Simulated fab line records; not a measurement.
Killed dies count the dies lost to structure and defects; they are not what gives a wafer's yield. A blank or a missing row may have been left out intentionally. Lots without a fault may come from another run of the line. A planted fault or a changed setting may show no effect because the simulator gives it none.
fab line records -- flow sky130
record: lots: 5, wafers: 15, lastDay: 50
route steps=708 shown LI_CONTACT@364 PAD_OPEN@708
lots that met no fault: from a run of the same line without faults
startH: the number of hours between the record's first day and the start of the first shown wafer of the lot -- waitH: hours since the lot's step before -- " identical to the entry in the row above -- L1.1+2: a single row standing in for several wafers -- - value missing, or start not given -- * or withheld: withheld -- < > ~ a bound
route shown NAME@n: names a module that has steps shown in the file, with the first one's number in the route -- usual: mean/standard deviation taken from wafers without a fault -- same: alike in all rows -- chamber/n: place in a boat -- sites: per-site readings -- _std_site: the values' standard deviation -- _edge_site: outer sites' mean less inner sites' -- radiusMm: how far each site lies from the wafer's centre -- mask NAME#n: copy n -- behind: tool/chamber where the wafer was last shaped -- hold: the reason the lot was held/the length of the hold in hours/how it ended -- device: transistor that didn't switch, given as n, p or np -- end of line: tests run on the same wafers once the route is complete -- a step given without rows: its recipe and nothing more -- killed: at the first sort, the dies lost to defects and structure; wafer yield is something else -- map: per-die view of a wafer (x killed, . not killed, _ where there is no die)
set.NAME: the setting the step ran with; set.NAME@STEP: the setting that earlier step ran with -- model.NAME: the simulator's own value behind a step, which no gauge read
lots at selected steps of the route; one table per step, one row per wafer
services: when a tool's chamber went out of use (startH, in hours from the record's first day, below 0 if earlier), for how many hours, and the reason
== steps ==
step: SKY_LI_CONTACT_CMP_02
recipe: material: PSG, downForcePsi: 4, platenRpm: 60, padVelocityMS: 0.94248
usual: motorCurrentA: 12.1/1.4, timeToEndpointS: 30/3.1
lot.wafer,tool,chamber,startH,waitH,motorCurrentA,timeToEndpointS
L824.2,cmp-01,0,689.70,0.2,9.9,29
L824.5,cmp-01,1,689.70,0.2,13.1,30
L824.6,cmp-01,2,689.70,0.2,12.5,29
L826.3,cmp-02,3,703.05,0.1,12.6,35
L826.4,cmp-02,0,703.05,0.1,10.4,31
L826.5,cmp-02,3,703.05,0.1,12.6,36
L835.1,cmp-02,0,773.94,0.1,11.1,34
L835.4,cmp-02,3,773.94,0.1,12.9,35
L835.5,cmp-02,0,773.94,0.1,11.2,30
L839.3,cmp-01,0,794.74,0.1,10.5,31
L839.5,cmp-01,3,794.74,0.1,14.0,31
L839.6,cmp-01,0,794.74,0.1,10.0,29
L843.2,cmp-01,1,813.29,0.0,13.1,25
L843.3,cmp-01,3,813.29,0.0,13.9,26
L843.1,cmp-01,0,813.29,0.0,10.0,28
step: SKY_LI_CONTACT_BOW_MEAS_03
recipe: mode: bow
usual: LI_CONTACT_BOW: 55/7
lot.wafer,tool,chamber,startH,waitH,LI_CONTACT_BOW[um]
L824.2,filmMetro-01,-,689.87,0.1,37
L824.5,filmMetro-01,-,689.87,0.1,53
L824.6,filmMetro-01,-,689.87,0.1,56
L826.3,filmMetro-01,-,703.34,0.2,68
L826.4,filmMetro-01,-,703.34,0.2,62
L826.5,filmMetro-01,-,703.34,0.2,57
L835.1,filmMetro-02,-,774.24,0.2,58
L835.4,filmMetro-02,-,774.24,0.2,54
L835.5,filmMetro-02,-,774.24,0.2,50
L839.3,filmMetro-03,-,795.03,0.2,63
L839.5,filmMetro-03,-,795.03,0.2,59
L839.6,filmMetro-03,-,795.03,0.2,55
L843.1,filmMetro-01,-,813.59,0.1,56
L843.2,filmMetro-01,-,813.59,0.1,49
L843.3,filmMetro-01,-,813.59,0.1,51
step: SKY_LI_CONTACT_DEHYDRATE_04
recipe: tempC: 200, timeS: 60
step: SKY_LI_CONTACT_HMDS_05
recipe: primeTimeS: 60, primeTempC: 120
step: SKY_LI_CONTACT_COAT_06
recipe: resist: BARC, tempC: withheld, timeS: withheld, spinRpm: 3000, resistThkNm: 60
step: SKY_LI_CONTACT_COAT_07
recipe: resist: KrF-thick, spinRpm: 3000, resistThkNm: 450
step: SKY_LI_CONTACT_SOFTBAKE_08
recipe: tempC: 100, timeS: 90, resist: KrF-thick
step: SKY_LI_CONTACT_EXPOSE_09
recipe: maskId: LICM1, na: 0.8, sourceShape: annular, sigmaInner: 0.55, sigmaOuter: 0.85, targetCdNm: 170, doseMj: 38
step: SKY_LI_CONTACT_PEB_10
recipe: pebTempC: withheld, pebTimeS: withheld, resist: KrF-thick
step: SKY_LI_CONTACT_DEVELOP_11
recipe: developTimeS: 60, resist: KrF-thick, devTempC: 21
step: SKY_LI_CONTACT_CD_MEAS_12
recipe: targetCdNm: 170
usual: cdNm: 170.0/1.4
lot.wafer,tool,chamber,startH,waitH,cdNm
L824.2,cdSem-02,-,717.18,-,171.4
L824.5,cdSem-02,-,717.18,-,171.5
L824.6,cdSem-02,-,717.18,-,170.6
L826.3,cdSem-01,-,729.66,-,173.2
L826.4,cdSem-01,-,729.66,-,171.2
L826.5,cdSem-01,-,729.66,-,171.0
L835.1,cdSem-01,-,800.64,-,169.1
L835.4,cdSem-01,-,800.64,-,167.5
L835.5,cdSem-01,-,800.64,-,167.7
L839.3,cdSem-01,-,822.13,-,169.1
L839.5,cdSem-01,-,822.13,-,170.3
L839.6,cdSem-01,-,822.13,-,170.5
L843.1,cdSem-01,-,839.69,-,170.7
L843.2,cdSem-01,-,839.69,-,171.9
L843.3,cdSem-01,-,839.69,-,170.9
step: SKY_LI_CONTACT_OVL_MEAS_13
usual: LI_CONTACT_OVL: 2/4.8
lot.wafer,tool,chamber,startH,waitH,LI_CONTACT_OVL[nm]
L824.2,overlay-01,-,717.28,0.1,0
L824.5,overlay-01,-,717.28,0.1,-6
L824.6,overlay-01,-,717.28,0.1,0
L826.3,overlay-02,-,729.75,0.1,6
L826.4,overlay-02,-,729.75,0.1,3
L826.5,overlay-02,-,729.75,0.1,5
L835.1,overlay-02,-,800.76,0.1,3
L835.4,overlay-02,-,800.76,0.1,-5
L835.5,overlay-02,-,800.76,0.1,1
L839.3,overlay-01,-,822.22,0.1,-5
L839.5,overlay-01,-,822.22,0.1,-1
L839.6,overlay-01,-,822.22,0.1,1
L843.1,overlay-02,-,839.81,0.1,-8
L843.2,overlay-02,-,839.81,0.1,-2
L843.3,overlay-02,-,839.81,0.1,-6
step: SKY_LI_CONTACT_ETCH_14
recipe: chemistry: N2/H2, target: BARC, ionEnergyEv: 200, sourceW: 500, biasW: 100, pressureMtorr: 30, n2FlowSccm: 100, h2FlowSccm: 200, stopOn: SiO2, timeS: 45.9, targetDepthA: 600
usual: chamberPressureMTorr: 29.999/0.03, drypumpMotorCurrentA: 5.7/0.42, oesProductAu: 0.855/0.005, runLengthS: 74.2/0.45, throttleValvePct: 13.225/0.0089
lot.wafer,tool,chamber,startH,waitH,chamberPressureMTorr,drypumpMotorCurrentA,oesProductAu,rfHoursCounterH,runLengthS,throttleValvePct,model.KrF-thick_of_LI_CONTACT_COAT_07.thkNm,model.etch.depthNm,model.LI_CONTACT.cdNm
L824.2,rieDiel-04,1,717.31,0.0,30.062,6.1,0.848,10,74.1,13.236,391,60.01,171.2
L824.5,rieDiel-04,1,717.31,0.0,30.078,6.0,0.853,-,74.5,13.218,392.4,60,171.8
L824.6,rieDiel-04,2,717.31,0.0,30.003,5.7,0.857,-,74.1,13.224,391.7,59.97,170.4
L826.3,rieDiel-02,1,729.77,0.0,29.986,6.5,0.852,9,74.0,13.240,392.9,59.86,171.8
L826.4,rieDiel-02,3,729.77,0.0,29.980,5.2,0.852,4,74.9,13.224,392.4,59.84,172.4
L826.5,rieDiel-02,1,729.77,0.0,29.999,6.5,0.852,-,74.4,13.218,391.8,59.73,170.1
L835.1,rieDiel-02,1,800.80,0.0,29.973,6.5,0.854,11,73.8,13.223,392.4,59.89,167.8
L835.4,rieDiel-02,1,800.80,0.0,29.936,6.5,0.985,-,54.8,13.247,409.4,44.02,162.9
L835.5,rieDiel-02,2,800.80,0.0,29.945,5.2,0.997,-,54.0,13.237,408.4,44.8,164.8
L839.3,rieDiel-01,1,822.25,0.0,30.029,6.2,0.856,23,73.9,13.220,395.5,59.84,168.6
L839.5,rieDiel-01,2,822.25,0.0,29.974,5.9,0.857,-,74.3,13.223,394.8,59.94,172
L839.6,rieDiel-01,3,822.25,0.0,30.026,5.7,0.867,-,74.1,13.223,395.5,59.96,171.1
L843.1,rieDiel-01,1,839.85,0.0,29.976,6.2,0.863,24,74.0,13.240,391.1,59.92,170.1
L843.2,rieDiel-01,3,839.85,0.0,29.953,5.8,0.841,12,74.7,13.230,391.7,59.81,172.1
L843.3,rieDiel-01,0,839.85,0.0,30.017,5.4,0.847,14,74.4,13.224,392.6,59.8,170.7
step: SKY_LI_CONTACT_ETCH_15
recipe: target: PSG, chemistry: C4F8/O2/Ar, stopOn: Si, taperDeg: 4.15, maskMaterial: KrF-thick, sourceW: 1500, biasW: 1200, pressureMtorr: 40, c4f8FlowSccm: withheld, O2_flow_sccm: 6, Ar_flow_sccm: 300, timeS: withheld, targetDepthA: 6000
usual: chamberPressureMTorr: 40.00/0.034, oesProductAu: 0.836/0.0046
lot.wafer,tool,chamber,startH,waitH,chamberPressureMTorr,oesProductAu,model.KrF-thick_of_LI_CONTACT_COAT_07.thkNm,model.LI_CONTACT.cdNm
L824.2,rieDiel-04,1,717.35,0.0,40.03,0.827,230,171.1
L824.5,rieDiel-04,1,717.35,0.0,39.97,0.838,232.8,171.7
L824.6,rieDiel-04,2,717.35,0.0,39.93,0.830,233.2,170.1
L826.3,rieDiel-02,1,729.82,0.0,40.03,0.834,234.1,171.5
L826.4,rieDiel-02,3,729.82,0.0,40.03,0.841,232.6,171.8
L826.5,rieDiel-02,1,729.82,0.0,39.99,0.832,233.7,169.5
L835.1,rieDiel-02,1,800.86,0.0,40.00,0.831,233.3,166.9
L835.4,rieDiel-02,1,800.86,0.0,40.04,0.835,252.8,162
L835.5,rieDiel-02,2,800.86,0.0,39.99,0.835,248.8,163.7
L839.3,rieDiel-01,1,822.29,0.0,40.03,0.825,236.1,169.1
L839.5,rieDiel-01,2,822.29,0.0,39.98,0.835,229.7,171.4
L839.6,rieDiel-01,3,822.29,0.0,39.98,0.838,235.2,171.7
L843.1,rieDiel-01,1,839.89,0.0,40.02,0.841,230.4,170.1
L843.2,rieDiel-01,3,839.89,0.0,40.00,0.831,230.9,172
L843.3,rieDiel-01,0,839.89,0.0,39.98,0.835,231.4,170.3
step: SKY_LI_CONTACT_STRIP_16
recipe: chemistry: O2/N2, powerW: 1400, pressureMtorr: 1500, platenTempC: withheld, o2FlowSccm: 3000, n2FlowSccm: 300, overashFraction: 0.5
usual: chamberPressureMTorr: 1500.0/1.4, drypumpMotorCurrentA: 5.8/0.54, oesProductAu: 0.375/0.0046, stripTimeToEndpointS: 3.50/0.032
same: overashFraction: 0.5
lot.wafer,tool,chamber,startH,waitH,chamberPressureMTorr,drypumpMotorCurrentA,oesProductAu,rfHoursCounterH,stripTimeToEndpointS
L824.2,plasmaAsher-02,0,717.44,-,1498.2,6.7,0.371,59,3.46
L824.5,plasmaAsher-02,1,717.44,-,1498.6,5.7,0.373,-,3.51
L824.6,plasmaAsher-02,0,717.44,-,1500.0,6.7,0.373,-,3.52
L826.3,plasmaAsher-04,0,729.94,-,1500.6,5.0,0.382,-,3.52
L826.4,plasmaAsher-04,1,729.94,-,1498.9,5.9,0.382,-,3.51
L826.5,plasmaAsher-04,0,729.94,-,1498.1,5.0,0.371,-,3.53
L835.1,plasmaAsher-04,0,800.99,-,1501.8,5.0,0.371,98,3.52
L835.4,plasmaAsher-04,0,800.99,-,1500.7,5.0,0.389,-,3.73
L835.5,plasmaAsher-04,1,800.99,-,1501.3,5.9,0.386,-,3.69
L839.3,plasmaAsher-03,0,822.41,-,1498.4,6.2,0.380,-,3.54
L839.5,plasmaAsher-03,0,822.41,-,1499.7,6.2,0.374,-,3.48
L839.6,plasmaAsher-03,1,822.41,-,1500.2,5.6,0.377,-,3.54
L843.1,plasmaAsher-04,0,839.98,-,1498.8,5.0,0.376,102,3.48
L843.2,plasmaAsher-04,1,839.98,-,1501.4,5.8,0.369,102,3.49
L843.3,plasmaAsher-04,1,839.98,-,1500.8,5.9,0.382,-,3.49
step: SKY_LI_CONTACT_CLEAN_17
recipe: chemistry: NMP, timeS: 600, tempC: 60, dry: n2Spin
step: SKY_PAD_OPEN_PROBE_99
usual: killed_at_M0_to_M3: 44/6.5, killed_at_M4_up: 3.3/1.9, killedAtContacts: 24/5.3, killedAtFrontEnd: 15/4.5, killedAtOther: 0.3/0.58, killedDies: 87/9.3, killedOpen: 48/6.6, killedShort: 39/6.1
same: grossDies: 492, killedAtBackSide: 0
lot.wafer,tool,chamber,startH,waitH,killed_at_M0_to_M3,killed_at_M4_up,killedAtContacts,killedAtFrontEnd,killedAtOther,killedDies,killedOpen,killedShort,model.etest.liconPdiff.rcOhm,model.etest.liconHighPo.rcOhm,model.etest.liconNdiff.rcOhm,model.etest.sonosUncharged.rOnOhmUm,model.etest.liconPoly.rcOhm
L824.2,prober-02,-,1106.10,0.1,44,0,29,7,1,81,47,34,577.5,338.6,178.4,824.8,141.6
L824.5,prober-02,-,1106.25,0.2,47,3,22,15,0,87,50,37,569.8,338.8,176.3,829.4,151.3
L824.6,prober-02,-,1106.30,0.2,45,1,18,13,0,77,43,34,577.3,336.5,179.7,814.6,155.3
L826.3,prober-02,-,1114.58,0.2,43,4,26,10,0,83,40,43,571.9,349.5,178.2,801.4,151
L826.4,prober-02,-,1114.63,0.2,49,0,17,16,2,84,41,43,570.3,339.1,178.4,808.9,151.2
L826.5,prober-02,-,1114.68,0.2,52,1,16,17,2,88,49,39,612.9,343.6,181,806.4,153.7
L835.1,prober-02,-,1165.89,0.1,41,2,28,21,0,92,50,42,606.4,357.6,190.1,811.3,153.1
L835.4,prober-02,-,1166.04,0.2,43,3,23,12,1,82,42,40,692.1,382.7,219,839.2,168.4
L835.5,prober-02,-,1166.09,0.2,41,4,19,20,0,84,52,32,651.9,373.3,210.5,842.7,168.1
L839.3,prober-02,-,1177.85,0.2,41,4,36,11,0,92,44,48,590.7,337.2,186.3,819.7,152
L839.5,prober-02,-,1177.95,0.2,36,3,24,21,3,87,49,38,563.8,344.1,172.4,815.5,148.4
L839.6,prober-02,-,1178.00,0.2,47,5,27,9,1,89,48,41,560.1,339,180.8,808.5,154.2
L843.1,prober-02,-,1190.29,0.1,54,3,23,14,0,94,49,45,578.7,338.1,178.6,821,156.6
L843.2,prober-02,-,1190.34,0.1,46,3,24,19,0,92,48,44,573.7,335.4,182.1,806.6,148.4
L843.3,prober-02,-,1190.39,0.2,56,7,23,16,0,102,55,47,573.5,332.9,188.1,828.4,157.3
killed by level:class
L824.2 CONTACT:geometricParticle:open=13 VIA1:geometricParticle:open=11 VIA2:geometricParticle:open=7 LI_CONTACT:geometricParticle:open=6 VIA3:geometricParticle:short=6 LOCAL_INTERCONNECT:geometricParticle:short=4 METAL1:geometricParticle:short=4 METAL2:geometricParticle:short=4
L824.5 VIA1:geometricParticle:open=14 VIA3:geometricParticle:open=9 CONTACT:geometricParticle:open=7 METAL2:geometricParticle:short=6 FIELD_ISO:geometricParticle:short=5 LI_CONTACT:geometricParticle:open=5 LOCAL_INTERCONNECT:geometricParticle:short=5 FIELD_ISO:geometricParticle:open=4
L824.6 VIA3:geometricParticle:open=10 VIA1:geometricParticle:open=8 METAL1:geometricParticle:short=6 VIA1:geometricParticle:short=6 CONTACT:geometricParticle:open=5 LI_CONTACT:geometricParticle:open=5 FIELD_ISO:geometricParticle:open=4 METAL2:geometricParticle:short=4
L826.3 CONTACT:geometricParticle:open=10 VIA1:geometricParticle:open=7 VIA2:geometricParticle:open=7 METAL1:geometricParticle:short=6 VIA1:geometricParticle:short=6 LI_CONTACT:geometricParticle:short=4 LI_CONTACT:geometricParticle:open=4 LOCAL_INTERCONNECT:geometricParticle:short=4
L826.4 VIA1:geometricParticle:open=11 VIA1:geometricParticle:short=10 METAL1:geometricParticle:short=7 VIA2:geometricParticle:open=7 FIELD_ISO:geometricParticle:short=6 LOCAL_INTERCONNECT:geometricParticle:short=6 CONTACT:geometricParticle:open=6 POLY_GATE:geometricParticle:open=4
L826.5 VIA1:geometricParticle:open=14 VIA2:geometricParticle:open=10 VIA1:geometricParticle:short=6 VIA3:geometricParticle:short=6 LI_CONTACT:geometricParticle:open=5 VIA3:geometricParticle:open=5 FIELD_ISO:geometricParticle:short=4 POLY_GATE:geometricParticle:short=3
L835.1 CONTACT:geometricParticle:open=11 VIA1:geometricParticle:open=9 METAL1:geometricParticle:short=7 CONTACT:geometricParticle:short=6 VIA2:geometricParticle:open=6 METAL2:geometricParticle:short=6 POLY_GATE:geometricParticle:short=5 LI_CONTACT:geometricParticle:open=5
L835.4 VIA1:geometricParticle:open=13 VIA3:geometricParticle:open=7 CONTACT:geometricParticle:short=7 CONTACT:geometricParticle:open=7 LI_CONTACT:geometricParticle:open=5 POLY_GATE:geometricParticle:short=4 VIA3:geometricParticle:short=4 METAL1:geometricParticle:short=4
L835.5 VIA1:geometricParticle:open=10 FIELD_ISO:geometricParticle:open=10 CONTACT:geometricParticle:open=9 METAL2:geometricParticle:short=7 VIA3:geometricParticle:open=7 VIA2:geometricParticle:open=5 LI_CONTACT:geometricParticle:open=4 METAL1:geometricParticle:short=4
L839.3 LOCAL_INTERCONNECT:geometricParticle:short=13 VIA3:geometricParticle:open=8 LI_CONTACT:geometricParticle:open=7 CONTACT:geometricParticle:open=7 CONTACT:geometricParticle:short=6 VIA2:geometricParticle:open=5 VIA1:geometricParticle:open=5 VIA1:geometricParticle:short=5
L839.5 POLY_GATE:geometricParticle:short=9 LI_CONTACT:geometricParticle:open=9 VIA1:geometricParticle:open=8 CONTACT:geometricParticle:open=8 VIA1:geometricParticle:short=6 VIA2:geometricParticle:open=6 FIELD_ISO:geometricParticle:open=5 METAL2:geometricParticle:short=5
L839.6 VIA1:geometricParticle:open=12 CONTACT:geometricParticle:open=11 VIA3:geometricParticle:open=7 METAL1:geometricParticle:short=6 VIA1:geometricParticle:short=6 METAL2:geometricParticle:short=5 METAL4:geometricParticle:short=5 LI_CONTACT:geometricParticle:short=4
L843.1 VIA3:geometricParticle:open=11 CONTACT:geometricParticle:open=11 VIA1:geometricParticle:open=8 VIA2:geometricParticle:open=6 VIA1:geometricParticle:short=6 LOCAL_INTERCONNECT:geometricParticle:short=5 METAL3:geometricParticle:short=5 METAL2:geometricParticle:short=5
L843.2 VIA1:geometricParticle:open=11 VIA1:geometricParticle:short=8 METAL2:geometricParticle:short=8 CONTACT:geometricParticle:open=8 LI_CONTACT:geometricParticle:open=6 VIA2:geometricParticle:open=6 CONTACT:geometricParticle:short=5 VIA3:geometricParticle:open=5
L843.3 CONTACT:geometricParticle:open=12 VIA1:geometricParticle:open=12 VIA2:geometricParticle:open=11 METAL1:geometricParticle:short=6 VIA1:geometricParticle:short=6 METAL4:geometricParticle:short=6 FIELD_ISO:geometricParticle:open=5 METAL3:geometricParticle:short=5
== services ==
tool,chamber,startH,hours,kind
cmp-02,-,667.35,1.1,repair
rieDiel-02,0,670.39,4.3,repair
plasmaAsher-03,-,679.06,3.1,repair
plasmaAsher-02,-,692.86,2.8,pm
rieDiel-04,3,694.70,8.5,repair
rieDiel-02,0,695.12,-,clean
rieDiel-02,0,695.12,24.2,scheduledDown
rieDiel-04,0,702.39,3.8,repair
rieDiel-01,3,705.32,14.8,repair
plasmaAsher-03,-,726.85,3.9,repair
plasmaAsher-03,-,733.75,9.0,pm
plasmaAsher-03,-,738.77,3.7,repair
rieDiel-04,2,739.08,7.0,repair
cmp-01,-,744.48,4.0,pm
cmp-02,-,749.33,2.4,pm
rieDiel-04,-,779.40,14.6,pm
cmp-01,-,785.61,3.7,pm
rieDiel-01,2,788.28,7.8,repair
rieDiel-02,3,792.01,9.5,repair
rieDiel-02,0,794.33,16.4,repair
rieDiel-04,1,806.00,5.7,repair
rieDiel-04,3,807.04,5.5,repair
plasmaAsher-03,-,808.35,2.8,pm
plasmaAsher-02,-,826.96,14.6,pm
== key ==
firstSign: step: SKY_LI_CONTACT_ETCH_14, reading: runLengthS, direction: down, sigmas: 44, usual: *, struck: *
effect: step: SKY_LI_CONTACT_ETCH_14, reading: oesProductAu, direction: up, sigmas: 27, usual: 0.855, struck: 0.991
effect: step: SKY_LI_CONTACT_STRIP_16, reading: stripTimeToEndpointS, direction: up, sigmas: 6.4, usual: *, struck: *
modelEffect: step: SKY_LI_CONTACT_ETCH_14, value: KrF-thick_of_LI_CONTACT_COAT_07.thkNm, without: 390.7, struck: 408.9
modelEffect: step: SKY_LI_CONTACT_ETCH_15, value: KrF-thick_of_LI_CONTACT_COAT_07.thkNm, without: 232.6, struck: 250.8
modelEffect: step: SKY_PAD_OPEN_PROBE_99, value: etest.liconPdiff.rcOhm, without: 613.9, struck: 672
metAt SKY_LI_CONTACT_ETCH_14
struckWafers L835.4,L835.5
testerLeftOut L835
onsetBetween 729.77 800.80
fault: kind: processParameterDrift, tool: rieDiel-02, chamber: -, onsetH: 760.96, steps: SKY_LI_CONTACT_ETCH_14, channel: timeS, offset: *, shape: step, endH: 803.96, scope: struckWafersOnly, actsIn: *, stated: *
testerLeftOut: of these lots the tester's yield and bins aren't shown, on N5 and GAA mostly nor the transistor test; their killed dies are dies lost to structure and defects alone, not to doping, threshold or leakage, so they don't give the yield
